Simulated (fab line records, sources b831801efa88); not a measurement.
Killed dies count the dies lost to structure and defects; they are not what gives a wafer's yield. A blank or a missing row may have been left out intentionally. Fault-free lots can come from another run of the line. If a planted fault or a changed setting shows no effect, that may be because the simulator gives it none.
fab line records | flow gf180mcu
record: lots: 5 wafers: 23
route steps=602 shown V1@337 M2@363 V2@382 M3@411 V3@433 V4@476
start-h: hours from the record's opening day to when the first of the lot's shown wafers began | wait-h: hours from the lot's prior step to this one | " unchanged from the row above | L1.1+2: a row that stands for several wafers | - no value, or no start given | * or withheld: withheld | < > ~ a bound
route shown NAME@n: a module of which the file shows steps, and the number in the route of the first | usual: average and standard deviation across the fault-free wafers | same: alike in all rows | chamber/n: place in a boat | sites: each site's reading | _std_site: their standard deviation | _edge_site: outer sites' mean less inner sites' | radius-mm: how far each site lies from the wafer's centre | mask NAME#n: copy n | behind: the last tool/chamber to shape the wafer | hold: the reason the lot was held/the length of the hold in hours/how it ended | device: the n, p or np transistor that did not switch | end of line: at the end of the route, the tests of the same wafers | step lacking rows: just its recipe | killed: at the first sort, the dies lost to defects and structure; wafer yield is something else | map: a wafer's dies, marking killed ones x, the rest . and places with no die _
set.NAME: the setting the step ran with; set.NAME@STEP: the setting that earlier step ran with | model.NAME: the simulator's own value behind a step, which no gauge read
lots where settings were altered on purpose, with a table for each step and a row for each wafer
== steps ==
step: GF_V1_CVD_02
recipe: material: SiO2 target-thk-nm: 850 precursor: TEOS temp-c: 400 time-s: 94.851 rf-w: 600
columns lot.wafer tool chamber start-h wait-h set.time-s model.SiO2_of_V1_CVD_02.thk-nm
L076.1 pecvd-02 0 411.90 0.1 94.851 847.2
L076.2 " 2 " " 94.851 841
L076.3 " 1 " " 94.851 851.8
L076.4 " 2 " " 94.851 853.4
L076.5 " 0 " " 94.851 859.4
L078.2 pecvd-02 1 430.42 0.0 94.851 846.7
L078.3 " 0 " " 94.851 835.8
L078.4 " 1 " " 81.53 744.3
L078.5 " 0 " " 81.53 731.5
L078.6 " 2 " " 94.851 846
L079.1 pecvd-03 0 439.37 0.1 94.851 825.7
L079.4 " 2 " " 94.851 854
L079.5 " 0 " " 94.851 844.6
L082.1 pecvd-03 2 478.15 0.1 94.851 843.5
L082.2 " 0 " " 86.98 765.9
L082.3 " 1 " " 94.851 820.1
L082.5 " 1 " " 86.98 771.4
L082.6 " 2 " " 86.98 774.3
L084.1 pecvd-03 0 481.28 0.1 94.851 846.7
L084.2 " 2 " " 86.12 761.9
L084.4 " 2 " " 86.12 769.4
L084.5 " 1 " " 94.851 838.6
L084.6 " 0 " " 86.12 772
step: GF_V1_THK_MEAS_03
recipe: reads: SiO2_of_V1_CVD_02
usual: V1_CVD_02_THK: 847/9.8
columns lot.wafer tool chamber start-h wait-h set.time-s@V1_CVD_02 V1_CVD_02_THK[nm]
L076.1 film-metro-03 - 411.97 0.0 94.851 848
L076.2 " - " " 94.851 841
L076.3 " - " " 94.851 852
L076.4 " - " " 94.851 854
L076.5 " - " " 94.851 859
L078.2 film-metro-01 - 430.50 0.0 94.851 846
L078.3 " - " " 94.851 836
L078.4 " - " " 81.53 744
L078.5 " - " " 81.53 732
L078.6 " - " " 94.851 846
L079.1 film-metro-03 - 439.44 0.0 94.851 826
L079.4 " - " " 94.851 854
L079.5 " - " " 94.851 845
L082.1 film-metro-03 - 478.22 0.0 94.851 843
L082.2 " - " " 86.98 766
L082.3 " - " " 94.851 819
L082.5 " - " " 86.98 772
L082.6 " - " " 86.98 775
L084.1 film-metro-01 - 481.35 0.0 94.851 846
L084.2 " - " " 86.12 762
L084.4 " - " " 86.12 769
L084.5 " - " " 94.851 838
L084.6 " - " " 86.12 772
step: GF_V1_CMP_04
recipe: material: SiO2 down-force-psi: 4 platen-rpm: 60 pad-velocity-m-s: 0.94248
usual: time-to-endpoint-s: 79/4.4
columns lot.wafer tool chamber start-h wait-h set.time-s@V1_CVD_02 time-to-endpoint-s
L076.4 cmp-01 3 412.03 0.0 94.851 79
L076.1 " 0 " " 94.851 82
L076.3 " 1 " " 94.851 80
L076.2 " 2 " " 94.851 75
L076.5 " 3 " " 94.851 85
L078.3 cmp-02 1 430.63 0.1 94.851 74
L078.4 " 2 " " 81.53 41
L078.2 " 0 " " 94.851 74
L078.5 " 1 " " 81.53 36
L078.6 " 2 " " 94.851 76
L079.1 cmp-01 1 439.50 0.1 94.851 71
L079.4 " 2 " " 94.851 81
L079.5 " 2 " " 94.851 77
L082.2 cmp-02 0 478.28 0.0 86.98 53
L082.3 " 2 " " 94.851 75
L082.1 " 3 " " 94.851 82
L082.6 " 0 " " 86.98 56
L082.5 " 1 " " 86.98 57
L084.1 cmp-02 2 481.41 0.1 94.851 85
L084.4 " 3 " " 86.12 52
L084.2 " 1 " " 86.12 55
L084.6 " 2 " " 86.12 55
L084.5 " 3 " " 94.851 77
step: GF_M2_SPUTTER_01
recipe: material: TiN target-thk-nm: 30 power-w: 6500 time-s: 25 chamber-pressure-pa: 0.4
columns lot.wafer tool chamber start-h wait-h set.power-w model.TiN_of_M2_SPUTTER_01.thk-nm
L076.1 pvd-sputter-04 - 438.04 0.1 7219 33.37
L076.2+3 " - " " 6500 30.43
L076.4 " - " " 6500 30.35
L076.5 " - " " 7219 33.64
L078.2 pvd-sputter-04 - 457.81 0.1 6500 30.01
L078.3 " - " " 6500 29.86
L078.4 " - " " 6500 30.13
L078.5 " - " " 6500 30.09
L078.6 " - " " 6500 30
L079.1 pvd-sputter-04 - 465.58 0.1 6500 30.69
L079.4 " - " " 6500 30.42
L079.5 " - " " 6500 30.45
L082.1 pvd-sputter-03 - 504.01 0.1 6500 30.67
L082.2 " - " " 5785 26.68
L082.3 " - " " 5785 26.79
L082.5 " - " " 6500 30.3
L082.6 " - " " 6500 29.97
L084.1 pvd-sputter-01 - 505.98 0.1 6243 28.83
L084.2 " - " " 6243 28.93
L084.4 " - " " 6500 30.19
L084.5 " - " " 6500 29.89
L084.6 " - " " 6243 28.82
step: GF_V2_CVD_00
recipe: material: SiO2 target-thk-nm: 600 sigma-open-frac: 0.3 temp-c: 400 time-s: 100 sih4-flow-sccm: 60 pressure-mtorr: 6
columns lot.wafer tool chamber start-h wait-h set.sih4-flow-sccm model.SiO2_of_V2_CVD_00.thk-nm
L076.1 hdpcvd-01 0 464.22 0.0 68.88 689
L076.2 " 2 " " 68.88 690.9
L076.3 " 1 " " 60 611.7
L076.4 " 2 " " 68.88 690.1
L076.5 " 1 " " 60 611.1
L078.2 hdpcvd-02 2 482.30 0.0 60 594.1
L078.3 " 0 " " 60 594.7
L078.4 " 0 " " 60 599.6
L078.5 " 2 " " 60 606.7
L078.6 " 1 " " 60 598.4
L079.1 hdpcvd-01 1 490.54 0.0 60 612.6
L079.4 " 1 " " 60 611.2
L079.5 " 2 " " 60 607.9
L082.1 hdpcvd-02 0 528.10 0.0 60 591.6
L082.2 " 2 " " 60 593.3
L082.3 " 1 " " 55.22 543.6
L082.5 " 1 " " 55.22 548.1
L082.6 " 2 " " 60 595.4
L084.1 hdpcvd-02 1 530.61 0.0 60 597.3
L084.2 " 2 " " 60 600.4
L084.4 " 2 " " 60 598.7
L084.5 " 1 " " 62.56 622
L084.6 " 0 " " 62.56 623.8
step: GF_V2_THK_MEAS_01
recipe: reads: SiO2_of_V2_CVD_00
usual: V2_CVD_00_THK: 601/7
columns lot.wafer tool chamber start-h wait-h set.sih4-flow-sccm@V2_CVD_00 V2_CVD_00_THK[nm]
L076.1 film-metro-04 - 464.30 0.0 68.88 688
L076.2 " - " " 68.88 690
L076.3 " - " " 60 611
L076.4 " - " " 68.88 690
L076.5 " - " " 60 611
L078.2 film-metro-02 - 482.38 0.0 60 594
L078.3 " - " " 60 595
L078.4 " - " " 60 600
L078.5 " - " " 60 607
L078.6 " - " " 60 599
L079.1 film-metro-04 - 490.61 0.0 60 613
L079.4 " - " " 60 612
L079.5 " - " " 60 608
L082.1 film-metro-01 - 528.17 0.0 60 592
L082.2 " - " " 60 594
L082.3 " - " " 55.22 544
L082.5 " - " " 55.22 548
L082.6 " - " " 60 595
L084.1 film-metro-04 - 530.68 0.0 60 597
L084.2 " - " " 60 600
L084.4 " - " " 60 599
L084.5 " - " " 62.56 622
L084.6 " - " " 62.56 624
step: GF_V2_COAT_09
recipe: resist: KrF spin-rpm: withheld resist-thk-nm: 1000
columns lot.wafer tool chamber start-h wait-h set.resist-thk-nm model.KrF_of_V2_COAT_09.thk-nm
L076.1 litho-track-01 0 - - 983.3 984.4
L076.2 " 0 " " 1000 999.5
L076.3 " 0 " " 1000 1001
L076.4 " 0 " " 983.3 982.6
L076.5 " 0 " " 1000 1000
L078.2 litho-track-03 0 - - 1056 1057
L078.3 " 0 " " 1056 1054
L078.4 " 0 " " 1056 1058
L078.5 " 0 " " 1000 1001
L078.6 " 0 " " 1000 1003
L079.1 litho-track-01 0 - - 1000 1004
L079.4 " 0 " " 1000 1002
L079.5 " 0 " " 1000 1003
L082.1 litho-track-01 0 - - 1000 1005
L082.2+3+6 " 0 " " 1000 1002
L082.5 " 0 " " 1000 1008
L084.1 litho-track-03 0 - - 1000 998.2
L084.2+4 " 0 " " 948.7 948.9
L084.5 " 0 " " 1000 998.5
L084.6 " 0 " " 948.7 946.7
step: GF_V2_ETCH_16
recipe: chemistry: N2/H2 target-depth-a: withheld overetch-a: withheld time-s: withheld target: BARC ion-energy-ev: 200 source-w: 500 bias-w: 100 pressure-mtorr: 30 n2-flow-sccm: 100 h2-flow-sccm: 200
columns lot.wafer tool chamber start-h wait-h set.ion-energy-ev
L076.1+2+3+4+5 rie-diel-02 3,1,2,0,3 488.91 0.0 200
L078.2+3+4+5+6 rie-diel-04 2,0,1,0,3 506.41 0.0 200
L079.1+4+5 rie-diel-03 3,0,1 514.82 0.0 200
L082.1+6 rie-diel-02 0,2 551.27 0.0 178.6
L082.2+3+5 " 1,3,3 " " 200
L084.1+2+4+5+6 rie-diel-04 3,1,2,0,3 553.86 0.0 200
step: GF_V2_ETCH_17
recipe: chemistry: C4F8/O2/Ar mask-material: KrF target: SiO2 stop-on: TiN source-w: 1500 bias-w: 1200 pressure-mtorr: 40 c4f8-flow-sccm: withheld O2_flow_sccm: 6 Ar_flow_sccm: 300 time-s: withheld target-depth-a: 6300
step: GF_V2_STRIP_18
recipe: chemistry: O2/N2 power-w: 1400 pressure-mtorr: 1500 platen-temp-c: 250 o2-flow-sccm: 3000 n2-flow-sccm: 300 overash-fraction: 0.5
usual: oes-product-au: 0.593/0.0051
columns lot.wafer tool chamber start-h wait-h set.resist-thk-nm@V2_COAT_09 oes-product-au
L076.1 plasma-asher-04 0 489.04 - 983.3 0.595
L076.2 " 1 " " 1000 0.588
L076.3 " 1 " " 1000 0.593
L076.4 " 0 " " 983.3 0.588
L076.5 " 1 " " 1000 0.592
L078.2 plasma-asher-02 0 506.54 - 1056 0.614
L078.3 " 1 " " 1056 0.616
L078.4 " 0 " " 1056 0.613
L078.5 " 0 " " 1000 0.596
L078.6 " 1 " " 1000 0.591
L079.1 plasma-asher-04 0 514.95 - 1000 0.602
L079.4 " 0 " " 1000 0.595
L079.5 " 1 " " 1000 0.593
L082.1 plasma-asher-04 0 551.40 - 1000 0.591
L082.2 " 1 " " 1000 0.594
L082.3 " 0 " " 1000 0.586
L082.5 " 0 " " 1000 0.594
L082.6 " 1 " " 1000 0.596
L084.1 plasma-asher-04 0 553.99 - 1000 0.604
L084.2 " 1 " " 948.7 0.575
L084.4 " 0 " " 948.7 0.571
L084.5 " 0 " " 1000 0.593
L084.6 " 1 " " 948.7 0.573
step: GF_M3_SPUTTER_02
recipe: material: AlCu target-thk-nm: 450 power-w: 10600 time-s: 23.9 chamber-pressure-pa: 0.4
columns lot.wafer tool chamber start-h wait-h set.power-w model.AlCu_of_M3_SPUTTER_02.thk-nm
L076.1 pvd-sputter-02 - 490.43 0.0 11680 495.4
L076.2 " - " " 10600 447.4
L076.3 " - " " 11680 493.9
L076.4 " - " " 11680 496.9
L076.5 " - " " 10600 450.9
L078.2 pvd-sputter-02 - 507.89 0.0 10000 422.4
L078.3 " - " " 10600 449.6
L078.4 " - " " 10600 445
L078.5 " - " " 10000 418.5
L078.6 " - " " 10600 446.6
L079.1 pvd-sputter-02 - 516.31 0.0 10600 444.6
L079.4 " - " " 10600 439.6
L079.5 " - " " 10600 440
L082.1 pvd-sputter-04 - 552.85 0.0 10600 454
L082.2 " - " " 11660 501.5
L082.3 " - " " 11660 497
L082.5 " - " " 10600 451.4
L082.6 " - " " 11660 500.8
L084.1 pvd-sputter-04 - 555.68 0.0 10600 452.4
L084.2 " - " " 10600 454.9
L084.4 " - " " 10600 455.6
L084.5 " - " " 10600 457.3
L084.6 " - " " 10600 454.5
step: GF_M3_SPUTTER_03
recipe: material: Ti target-thk-nm: 10 substrate-temp-c: 300 chamber-pressure-pa: 0.3 power-w: 3000 time-s: 6.7
step: GF_M3_SPUTTER_04
recipe: material: TiN target-thk-nm: 50 power-w: 6500 time-s: 41.7 chamber-pressure-pa: 0.4
step: GF_M3_RS_MEAS_05
recipe: thk-meas-gauge: four-point-probe reads: TiN_of_M3_SPUTTER_04+Ti_of_M3_SPUTTER_03+AlCu_of_M3_SPUTTER_02+TiN_of_M3_SPUTTER_01+Ti_of_M3_SPUTTER_00
usual: M3_ALCU_RS: 0.0695/0.00078
columns lot.wafer tool chamber start-h wait-h set.power-w@M3_SPUTTER_02 M3_ALCU_RS[ohm/sq]
L076.1 film-metro-02 - 490.52 0.0 11680 0.0631
L076.2 " - " " 10600 0.0699
L076.3 " - " " 11680 0.0632
L076.4 " - " " 11680 0.0629
L076.5 " - " " 10600 0.0694
L078.2 film-metro-01 - 508.00 0.0 10000 0.0742
L078.3 " - " " 10600 0.0697
L078.4 " - " " 10600 0.0704
L078.5 " - " " 10000 0.0750
L078.6 " - " " 10600 0.0699
L079.1 film-metro-03 - 516.40 0.0 10600 0.0704
L079.4 " - " " 10600 0.0711
L079.5 " - " " 10600 0.0712
L082.1 film-metro-03 - 552.94 0.0 10600 0.0688
L082.2 " - " " 11660 0.0623
L082.3 " - " " 11660 0.0629
L082.5 " - " " 10600 0.0693
L082.6 " - " " 11660 0.0623
L084.1 film-metro-03 - 555.77 0.0 10600 0.0692
L084.2 " - " " 10600 0.0686
L084.4 " - " " 10600 0.0686
L084.5 " - " " 10600 0.0682
L084.6 " - " " 10600 0.0687
step: GF_M3_THK_MEAS_06
recipe: thk-meas-gauge: xrf reads: AlCu_of_M3_SPUTTER_02
usual: M3_ALCU_THK: 452/4.9
columns lot.wafer tool chamber start-h wait-h set.power-w@M3_SPUTTER_02 M3_ALCU_THK[nm]
L076.1 film-metro-02 - 490.64 0.1 11680 501
L076.2 " - " " 10600 449
L076.3 " - " " 11680 497
L076.4 " - " " 11680 499
L076.5 " - " " 10600 450
L078.2 film-metro-01 - 508.11 0.1 10000 420
L078.3 " - " " 10600 448
L078.4 " - " " 10600 444
L078.5 " - " " 10000 417
L078.6 " - " " 10600 444
L079.1 film-metro-03 - 516.52 0.1 10600 446
L079.4 " - " " 10600 441
L079.5 " - " " 10600 441
L082.1 film-metro-03 - 553.06 0.1 10600 456
L082.2 " - " " 11660 502
L082.3 " - " " 11660 500
L082.5 " - " " 10600 455
L082.6 " - " " 11660 505
L084.1 film-metro-03 - 555.89 0.1 10600 456
L084.2 " - " " 10600 459
L084.4 " - " " 10600 459
L084.5 " - " " 10600 461
L084.6 " - " " 10600 456
step: GF_V3_CMP_04
recipe: material: SiO2 down-force-psi: 4 platen-rpm: 60 pad-velocity-m-s: 0.94248
usual: time-to-endpoint-s: 81/4.2
columns lot.wafer tool chamber start-h wait-h set.leave-above-ref-nm time-to-endpoint-s model.SiO2_of_V3_CVD_02.thk-nm
L076.2 cmp-02 2 515.18 0.0 632.5 76 631.9
L076.3 " 3 " " 632.5 78 631.2
L076.4 " 0 " " 632.5 79 632.1
L076.1 " 1 " " 632.5 81 632.8
L076.5 " 3 " " 632.5 86 630.7
L078.4 cmp-02 3 532.44 0.1 588.3 105 589
L078.3 " 0 " " 632.5 82 633.9
L078.2 " 1 " " 588.3 103 589.9
L078.5 " 2 " " 632.5 84 633.6
L078.6 " 3 " " 588.3 102 588.9
L079.1 cmp-01 0 540.67 0.1 632.5 78 633.4
L079.4 " 1 " " 632.5 86 633
L079.5 " 1 " " 632.5 83 632.3
L082.3 cmp-01 0 575.22 0.1 665.1 68 664.9
L082.1 " 1 " " 665.1 68 665.2
L082.2 " 2 " " 632.5 83 633.7
L082.5 " 3 " " 665.1 75 663.8
L082.6 " 0 " " 632.5 89 631.7
L084.4 cmp-02 3 578.62 0.0 604.3 98 603.2
L084.1 " 0 " " 604.3 89 602.7
L084.2 " 2 " " 632.5 78 630.2
L084.5 " 3 " " 604.3 93 603.1
L084.6 " 0 " " 632.5 84 632.3
step: GF_V3_SOFTBAKE_10
recipe: temp-c: 130 time-s: 60 resist: KrF
columns lot.wafer tool chamber start-h wait-h set.temp-c
L076.1+2 litho-track-02 0 - - 126.7
L076.3+4+5 " 0 " " 130
L078.2+5+6 litho-track-04 0 - - 130
L078.3+4 " 0 " " 133.5
L079.1+4+5 litho-track-01 0 - - 130
L082.1+2+6 litho-track-04 0 - - 130
L082.3+5 " 0 " " 132.8
L084.1+2+4+5+6 litho-track-02 0 - - 130
step: GF_V3_EXPOSE_11
recipe: mask-id: Via3 target-cd-nm: 260 na: 0.68 source-shape: conventional sigma-outer: 0.6 dose-mj: 37.5
step: GF_V3_PEB_12
recipe: peb-temp-c: 135 peb-time-s: 90 resist: KrF
step: GF_V3_ETCH_16
recipe: chemistry: N2/H2 target-depth-a: withheld overetch-a: withheld time-s: withheld target: BARC ion-energy-ev: 200 source-w: 500 bias-w: 100 pressure-mtorr: 30 n2-flow-sccm: 100 h2-flow-sccm: 200
step: GF_V3_ETCH_17
recipe: chemistry: C4F8/O2/Ar mask-material: KrF target: SiO2 stop-on: TiN source-w: 1500 bias-w: 1200 pressure-mtorr: 40 c4f8-flow-sccm: withheld O2_flow_sccm: 6 Ar_flow_sccm: 300 time-s: withheld target-depth-a: 6350
usual: oes-product-au: 0.856/0.0044
columns lot.wafer tool chamber start-h wait-h set.leave-above-ref-nm@V3_CMP_04 oes-product-au
L076.1 rie-diel-04 2 - - 632.5 0.857
L076.2 " 3 " " 632.5 0.862
L076.3 " 1 " " 632.5 0.852
L076.4 " 0 " " 632.5 0.855
L076.5 " 3 " " 632.5 0.857
L078.2 rie-diel-01 1 - - 588.3 0.822
L078.3 " 3 " " 632.5 0.856
L078.4 " 0 " " 588.3 0.832
L078.5 " 1 " " 632.5 0.856
L078.6 " 2 " " 588.3 0.831
L079.1 rie-diel-03 3 - - 632.5 0.857
L079.4 " 0 " " 632.5 0.860
L079.5 " 2 " " 632.5 0.849
L082.1 rie-diel-03 2 - - 665.1 0.876
L082.2 " 0 " " 632.5 0.858
L082.3 " 1 " " 665.1 0.885
L082.5 " 2 " " 665.1 0.885
L082.6 " 3 " " 632.5 0.852
L084.1 rie-diel-04 0 - - 604.3 0.829
L084.2 " 2 " " 632.5 0.858
L084.4 " 1 " " 604.3 0.828
L084.5 " 3 " " 604.3 0.834
L084.6 " 0 " " 632.5 0.854
step: GF_V4_CVD_00
recipe: material: SiO2 target-thk-nm: 600 sigma-open-frac: 0.3 temp-c: 400 time-s: 100 sih4-flow-sccm: 60 pressure-mtorr: 6
columns lot.wafer tool chamber start-h wait-h set.sih4-flow-sccm model.SiO2_of_V4_CVD_00.thk-nm
L076.1 hdpcvd-01 2 563.63 0.0 60 595.3
L076.2 " 0 " " 66.63 657.1
L076.3 " 1 " " 66.63 658.7
L076.4 " 2 " " 60 595
L076.5 " 1 " " 66.63 661.3
L078.2 hdpcvd-02 1 578.96 0.0 60 620.2
L078.3 " 2 " " 67.69 693.9
L078.4 " 0 " " 67.69 691.1
L078.5 " 1 " " 67.69 686.7
L078.6 " 2 " " 60 615.4
L079.1 hdpcvd-01 1 587.23 0.0 60 589.4
L079.4 " 0 " " 60 600.1
L079.5 " 1 " " 60 594.3
L082.1 hdpcvd-01 0 619.40 0.0 60 606
L082.2 " 2 " " 56.58 567.4
L082.3 " 1 " " 60 600.2
L082.5 " 2 " " 56.58 570
L082.6 " 0 " " 56.58 563.4
L084.1 hdpcvd-02 1 622.38 0.0 60 600.9
L084.2 " 0 " " 56.38 569.1
L084.4 " 1 " " 60 599.1
L084.5 " 0 " " 56.38 568.6
L084.6 " 2 " " 56.38 562.4
step: GF_V4_THK_MEAS_01
recipe: reads: SiO2_of_V4_CVD_00
usual: V4_CVD_00_THK: 598/7.7
columns lot.wafer tool chamber start-h wait-h set.sih4-flow-sccm@V4_CVD_00 V4_CVD_00_THK[nm]
L076.1 film-metro-01 - 563.70 0.0 60 596
L076.2 " - " " 66.63 657
L076.3 " - " " 66.63 659
L076.4 " - " " 60 595
L076.5 " - " " 66.63 661
L078.2 film-metro-02 - 579.04 0.0 60 620
L078.3 " - " " 67.69 693
L078.4 " - " " 67.69 691
L078.5 " - " " 67.69 687
L078.6 " - " " 60 616
L079.1 film-metro-04 - 587.30 0.0 60 589
L079.4 " - " " 60 600
L079.5 " - " " 60 595
L082.1 film-metro-01 - 619.47 0.0 60 607
L082.2 " - " " 56.58 567
L082.3 " - " " 60 601
L082.5 " - " " 56.58 570
L082.6 " - " " 56.58 563
L084.1 film-metro-02 - 622.45 0.0 60 601
L084.2 " - " " 56.38 570
L084.4 " - " " 60 598
L084.5 " - " " 56.38 569
L084.6 " - " " 56.38 562
== key ==
split: step: GF_V1_CVD_02 setting: time-s stated: 94.851 by: wafer
response: step: GF_V1_CVD_02 reading: model.SiO2_of_V1_CVD_02.thk-nm change: +7.61 per: 1% r: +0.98
response: step: GF_V1_THK_MEAS_03 reading: V1_CVD_02_THK change: +7.6 per: 1% r: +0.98
response: step: GF_V1_CMP_04 reading: time-to-endpoint-s change: * per: 1% r: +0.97
split: step: GF_M2_SPUTTER_01 setting: power-w stated: 6500 by: wafer
response: step: GF_M2_SPUTTER_01 reading: model.TiN_of_M2_SPUTTER_01.thk-nm change: +0.302 per: 1% r: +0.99
split: step: GF_V2_CVD_00 setting: sih4-flow-sccm stated: 60 by: wafer
response: step: GF_V2_CVD_00 reading: model.SiO2_of_V2_CVD_00.thk-nm change: +5.47 per: 1% r: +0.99
response: step: GF_V2_THK_MEAS_01 reading: V2_CVD_00_THK change: +5.47 per: 1% r: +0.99
split: step: GF_V2_COAT_09 setting: resist-thk-nm stated: 1000 by: wafer
response: step: GF_V2_COAT_09 reading: model.KrF_of_V2_COAT_09.thk-nm change: +9.79 per: 1% r: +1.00
response: step: GF_V2_STRIP_18 reading: oes-product-au change: +0.00402 per: 1% r: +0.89
split: step: GF_V2_ETCH_16 setting: ion-energy-ev stated: 200 by: wafer
response none clear
split: step: GF_M3_SPUTTER_02 setting: power-w stated: 10600 by: wafer
response: step: GF_M3_SPUTTER_02 reading: model.AlCu_of_M3_SPUTTER_02.thk-nm change: +4.63 per: 1% r: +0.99
response: step: GF_M3_RS_MEAS_05 reading: M3_ALCU_RS change: -0.000673 per: 1% r: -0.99
response: step: GF_M3_THK_MEAS_06 reading: M3_ALCU_THK change: +4.72 per: 1% r: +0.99
split: step: GF_V3_CMP_04 setting: leave-above-ref-nm stated: 632.5 by: wafer
response: step: GF_V3_CMP_04 reading: time-to-endpoint-s change: * per: 1% r: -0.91
response: step: GF_V3_CMP_04 reading: model.SiO2_of_V3_CVD_02.thk-nm change: +6.31 per: 1% r: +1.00
response: step: GF_V3_ETCH_17 reading: oes-product-au change: +0.00475 per: 1% r: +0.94
split: step: GF_V3_SOFTBAKE_10 setting: temp-c stated: 130 by: wafer
response none clear
split: step: GF_V4_CVD_00 setting: sih4-flow-sccm stated: 60 by: wafer
response: step: GF_V4_CVD_00 reading: model.SiO2_of_V4_CVD_00.thk-nm change: +5.76 per: 1% r: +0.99
response: step: GF_V4_THK_MEAS_01 reading: V4_CVD_00_THK change: +5.75 per: 1% r: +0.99
